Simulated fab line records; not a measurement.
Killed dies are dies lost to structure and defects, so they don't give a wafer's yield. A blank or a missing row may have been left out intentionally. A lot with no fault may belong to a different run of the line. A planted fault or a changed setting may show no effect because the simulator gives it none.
Which tool was responsible? / flow gf180mcu / 14 lots, 42 wafers sampled, at 2 steps of a route of 602

== WHAT THE GAUGES SHOWED, per wafer ==
GF_V5_BOW_MEAS_05.
lot=L412; measured=day 26 06:59; on=filmMetro-02; V5_BOW (um)=140 144 153
lot=L413; measured=day 26 16:55; on=filmMetro-02; V5_BOW (um)=130 133 129
lot=L414; measured=day 27 03:37; on=filmMetro-02; V5_BOW (um)=121 117 113
lot=L415; measured=day 27 07:11; on=filmMetro-04; V5_BOW (um)=133 119 122
lot=L418; measured=day 28 07:22; on=filmMetro-02; V5_BOW (um)=148 145 136
lot=L419; measured=day 29 03:26; on=filmMetro-04; V5_BOW (um)=119 114 112
lot=L420; measured=day 29 04:47; on=filmMetro-01; V5_BOW (um)=137 146 139
lot=L421; measured=day 29 08:53; on=filmMetro-04; V5_BOW (um)=157 142 132
lot=L423; measured=day 30 05:46; on=filmMetro-04; V5_BOW (um)=154 145 145
lot=L425; measured=day 30 12:29; on=filmMetro-02; V5_BOW (um)=144 137 134
lot=L427; measured=day 31 05:57; on=filmMetro-04; V5_BOW (um)=145 161 135
lot=L429; measured=day 31 10:14; on=filmMetro-02; V5_BOW (um)=134 138 140
lot=L430; measured=day 31 18:17; on=filmMetro-02; V5_BOW (um)=129 132 118
lot=L434; measured=day 32 16:45; on=filmMetro-02; V5_BOW (um)=140 156 140

== WHAT TOOL EACH LOT RAN ON (gives the tool, then ch and the chambers of the sampled wafers, and finally the start) ==
lot=L412; GF_SALICIDE_WET_ETCH_07=wetBench-02 ch 1, day 15 00:16
lot=L413; GF_SALICIDE_WET_ETCH_07=wetBench-02 ch 2, day 15 11:53
lot=L414; GF_SALICIDE_WET_ETCH_07=wetBench-03 ch 1, day 15 23:36
lot=L415; GF_SALICIDE_WET_ETCH_07=wetBench-03 ch 1, day 16 03:57
lot=L418; GF_SALICIDE_WET_ETCH_07=wetBench-03 ch 3, day 17 06:15
lot=L419; GF_SALICIDE_WET_ETCH_07=wetBench-02 ch 3, day 18 05:59
lot=L420; GF_SALICIDE_WET_ETCH_07=wetBench-03 ch 1, day 18 08:38
lot=L421; GF_SALICIDE_WET_ETCH_07=wetBench-03 ch 2, day 18 15:16
lot=L423; GF_SALICIDE_WET_ETCH_07=wetBench-01 ch 0, day 19 18:26
lot=L425; GF_SALICIDE_WET_ETCH_07=wetBench-02 ch 3, day 20 03:44
lot=L427; GF_SALICIDE_WET_ETCH_07=wetBench-03 ch 1, day 21 01:20
lot=L429; GF_SALICIDE_WET_ETCH_07=wetBench-03 ch 3, day 21 08:47
lot=L430; GF_SALICIDE_WET_ETCH_07=wetBench-02 ch 3, day 21 15:13
lot=L434; GF_SALICIDE_WET_ETCH_07=wetBench-01 ch 0, day 22 22:07
- GF_SALICIDE_WET_ETCH_07: etches the open film in SPM, target depth 120 nm.

== AS READ BY THE TOOLS THEMSELVES (means over the sampled wafers that have a number; for cases with no such wafer, the mark the record gives instead) ==
The record holds no such reading with a usual standard deviation.

== THE ANSWER, worked out from the rows above alone ==
Rule: what is usual is taken from the lots themselves. The widest of any qualifying gaps counts: lots, ordered by their means at a reading, are off when they make up no more than a third of the lots, leave a main group of 4 or more, and stand apart from it by 3 or more times the standard deviation of that group's means. Not used: any main group whose means are identical at the precision the tables above print for the reading. A lot without any number at a reading at which 4 lots or more have one is off too. The other lots that the step has rows for count as sound. The gauges are gone through in route order, then the tools' own readings, and for those a lot's mean is taken as printed above. The first step at which some lot is off is used, and at that step the reading that is off furthest; a lot without a number counts as furthest.
Nothing can be told from this: no lot is off at any reading shown.

== WHAT THE SIMULATOR HAD PUT IN ==
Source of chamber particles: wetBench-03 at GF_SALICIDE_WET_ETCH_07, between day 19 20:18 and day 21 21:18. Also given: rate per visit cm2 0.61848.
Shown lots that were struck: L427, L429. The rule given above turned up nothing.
